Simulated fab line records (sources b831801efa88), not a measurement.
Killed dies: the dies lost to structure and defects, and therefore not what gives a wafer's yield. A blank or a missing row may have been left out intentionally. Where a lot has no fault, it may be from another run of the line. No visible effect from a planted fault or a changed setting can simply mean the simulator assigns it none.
Problem report in the 8D (eight disciplines) form, filled by code -- flow sky130 -- the parts of the form that need people (team, actions taken, sign-off) are left out

1. THE PROBLEM
killed_at_other at SKY_PAD_OPEN_PROBE_99 reads a mean of 472.5 on 6 wafers of 2 lots; wafers without a fault read 0.2 with a standard deviation of 0.48. So: +99 or more standard deviations from the usual mean.
Earliest sighting: wafer L724.1 on prober-01 at day 46 23:54. At this step, 12 wafers from 4 lots have a number in the record. Rule for "out", or "out of limits": more than 4 standard deviations from the usual mean. The other wafers with a number count as sound.

2. WHAT THIS IS AND IS NOT
question,is,is not
which readings at this step,"killed_at_other, defect_limited_yield, killed_dies, killed_on_rim, killed_open, killed_short, sort_bin_3_pad_short, sort_bin_5_function, sort_n_pass, sort_yield_pct",killed_at_M4_up
which lots,"L724, L726","L733, L740"
which wafers of those lots,all that have a number,-
read on which tools,"prober-01, prober-02",-
when,from day 46 23:54,"up to then (0 sound wafers); but 6 sound wafers of L733, L740 came after"

3. THE SUSPECTS, EACH WITH WHAT RULES IT OUT
Counting: a tool at any process step up to the reading remains a suspect when it ran all the lots that are out and ran no sound lot after the first of those.
- plasma_asher-03 at SKY_CAPM_STRIP_14 (strips in O2/N2): ruled out as a lasting fault. After its first lot that is out, L724 (day 38 15:26), sound lots L733, L740 ran on it.
Left after counting: nothing in the record.

4. THE CAUSE (what the simulator had put in)
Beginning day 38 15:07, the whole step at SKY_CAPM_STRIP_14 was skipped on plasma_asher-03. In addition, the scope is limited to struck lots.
Counting ruled it out, wrongly: the rule takes a fault to strike every lot that its tool runs from its start on, and this one did not.

5. THE EFFECT CHAIN, in route order
Each row: a reading whose mean over the struck wafers that have a number lies more than 3 standard deviations from the usual. Only readings for which the record gives a usual standard deviation are gone through. hours: the time from each lot's start at the first step in this table that gives one to its start at this step, as a median over the lots. sigmas: the change in usual standard deviations.
hours,step,reading,usual,on struck wafers,change,sigmas
0,SKY_PAD_OPEN_PROBE_99,defect_limited_yield,82.8 %,0.3,-82.5,-41
0,SKY_PAD_OPEN_PROBE_99,killed_at_M0_to_M3,43,11,-32,-4.9
0,SKY_PAD_OPEN_PROBE_99,killed_at_contacts,24,5,-19,-3.7
0,SKY_PAD_OPEN_PROBE_99,killed_at_other,0.2,472.5,+472.3,+99 or more
0,SKY_PAD_OPEN_PROBE_99,killed_dies,85,491,+406,+42
0,SKY_PAD_OPEN_PROBE_99,killed_on_rim,17,96,+79,+19
0,SKY_PAD_OPEN_PROBE_99,killed_open,47,11,-36,-5.2
0,SKY_PAD_OPEN_PROBE_99,killed_short,38,7,-31,-4.6
0,SKY_PAD_OPEN_PROBE_99,sort_bin_3_pad_short,0.9 %,23.3,+22.4,+47
0,SKY_PAD_OPEN_PROBE_99,sort_bin_5_function,10.3 %,74.0,+63.7,+40
0,SKY_PAD_OPEN_PROBE_99,sort_bin_6_memory,6.1 %,2.5,-3.6,-3.8
0,SKY_PAD_OPEN_PROBE_99,sort_n_pass,407,1,-406,-42
0,SKY_PAD_OPEN_PROBE_99,sort_yield_pct,82.8 %,0.3,-82.5,-41
Process steps it contains:
- SKY_PAD_OPEN_PROBE_99
Readings that are blank on the struck wafers while sound wafers have them: chamber_pressure_mTorr at SKY_CAPM_STRIP_14; drypump_motor_current_A at SKY_CAPM_STRIP_14; oes_product_au at SKY_CAPM_STRIP_14; strip_time_to_endpoint_s at SKY_CAPM_STRIP_14.

6. HOW IT WOULD HAVE BEEN CAUGHT EARLIER
201 hours passed between the start of the fault at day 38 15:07 and the first reading out of limits in this record, taken at day 46 23:54.
At SKY_CAPM_STRIP_14 the tool's readings are blank on the struck wafers, where sound wafers have them: an empty tool record is the first sign, and it was there at once.
